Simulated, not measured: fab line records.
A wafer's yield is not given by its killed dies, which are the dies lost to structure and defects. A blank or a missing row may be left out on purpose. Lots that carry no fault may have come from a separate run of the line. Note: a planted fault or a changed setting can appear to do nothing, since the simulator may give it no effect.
Split-lot trial + flow gf180mcu + on a route of 602 steps: 5 lots, 23 wafers read

## ON THE SPLIT
At GF_V1_COAT_09 (resist thk 1000 nm), the setting resist thk nm was moved away from the recipe's 1000 nm on 8 of the 23 wafers read, by -5.1% to -1.9%. This setting was run at the recipe's value on the other wafers.

The reading comes from the split's own step.

## THE READING
KrF_of_V1_COAT_09.thk nm (the simulator's own value, which no gauge read), in nm, at GF_V1_COAT_09 (resist thk 1000 nm). The file gives no usual value for it. The 15 wafers here that ran the recipe average 1001.8 nm, standard deviation 1.9 nm.

| wafer  | tool, chamber at the split | resist thk nm as run, nm | against the recipe | KrF_of_V1_COAT_09.thk nm, nm | against lot-mates on the recipe |
|--------|----------------------------|--------------------------|--------------------|------------------------------|---------------------------------|
| L074.1 | litho track-02, 0          | 1000                     | recipe             | 1004                         | -                               |
| L074.2 | litho track-02, 0          | 1000                     | recipe             | 1000                         | -                               |
| L074.3 | litho track-02, 0          | 967.8                    | -3.2%              | 966.7                        | -35.3                           |
| L074.4 | litho track-02, 0          | 967.8                    | -3.2%              | 968.4                        | -33.6                           |
| L074.6 | litho track-02, 0          | 967.8                    | -3.2%              | 969.5                        | -32.5                           |
| L077.1 | litho track-04, 0          | 1000                     | recipe             | 1004                         | -                               |
| L077.2 | litho track-04, 0          | 1000                     | recipe             | 1002                         | -                               |
| L077.4 | litho track-04, 0          | 1000                     | recipe             | 1002                         | -                               |
| L077.6 | litho track-04, 0          | 1000                     | recipe             | 1002                         | -                               |
| L077.5 | litho track-04, 0          | 1000                     | recipe             | 999.7                        | -                               |
| L081.2 | litho track-02, 0          | 1000                     | recipe             | 1001                         | -                               |
| L081.4 | litho track-02, 0          | 1000                     | recipe             | 1004                         | -                               |
| L081.6 | litho track-02, 0          | 1000                     | recipe             | 999.8                        | -                               |
| L082.1 | litho track-02, 0          | 1000                     | recipe             | 999.6                        | -                               |
| L082.3 | litho track-02, 0          | 948.5                    | -5.1%              | 947.1                        | -52.9                           |
| L082.4 | litho track-02, 0          | 948.5                    | -5.1%              | 948.4                        | -51.6                           |
| L082.5 | litho track-02, 0          | 1000                     | recipe             | 999.3                        | -                               |
| L082.6 | litho track-02, 0          | 1000                     | recipe             | 1001                         | -                               |
| L085.1 | litho track-04, 0          | 981                      | -1.9%              | 983.4                        | -21.1                           |
| L085.2 | litho track-04, 0          | 981                      | -1.9%              | 984.6                        | -19.9                           |
| L085.3 | litho track-04, 0          | 1000                     | recipe             | 1004                         | -                               |
| L085.4 | litho track-04, 0          | 1000                     | recipe             | 1005                         | -                               |
| L085.6 | litho track-04, 0          | 981                      | -1.9%              | 983.6                        | -20.9                           |

FIT RESULTS
A straight line over all 23 wafers: KrF_of_V1_COAT_09.thk nm changes by +10.4 nm for each +1% of resist thk nm; r = +1.00; the points scatter about the line by 1.8 nm.
The same after taking each lot's own level away (the mean of its wafers on the recipe; 23 wafers): +10.3 nm for each +1%; r = +1.00; scatter 1.4 nm.
The reading moves by 53 nm for the largest change in resist thk nm, on that fit.
Across the lots, their own levels run from 999.97 to 1004.50 nm, a range of 2.4 times the standard deviation given above.
The two slopes are in agreement: the lot-to-lot level therefore moves the slope only a little.
Check: for one of the wafers moved furthest among these (-5.1%), held out of the fit, the line's prediction against its lot-mates is -53.3 nm. Against them it came out at -52.9 nm.

## THE OTHER SPLITS THESE WAFERS WENT THROUGH
Before the reading, these wafers also passed through other splits. Each is held against what the fit with the lots' levels taken away leaves over:
| other split on the same wafers | wafers away from the commonest value | r with KrF_of_V1_COAT_09.thk nm (lot level and that fit taken away) |
|--------------------------------|--------------------------------------|---------------------------------------------------------------------|
| GF_M1_SPUTTER_01 power w       | 5                                    | +0.12                                                               |
| GF_M1_EXPOSE_11 dose mj        | 9                                    | -0.25                                                               |
| GF_M1_METAL_ETCH_16 bias w     | 6                                    | -0.09                                                               |

## THE FILE'S OWN FIT
KrF_of_V1_COAT_09.thk nm changes by +10.3 nm for each +1% of resist thk nm, r = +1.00.
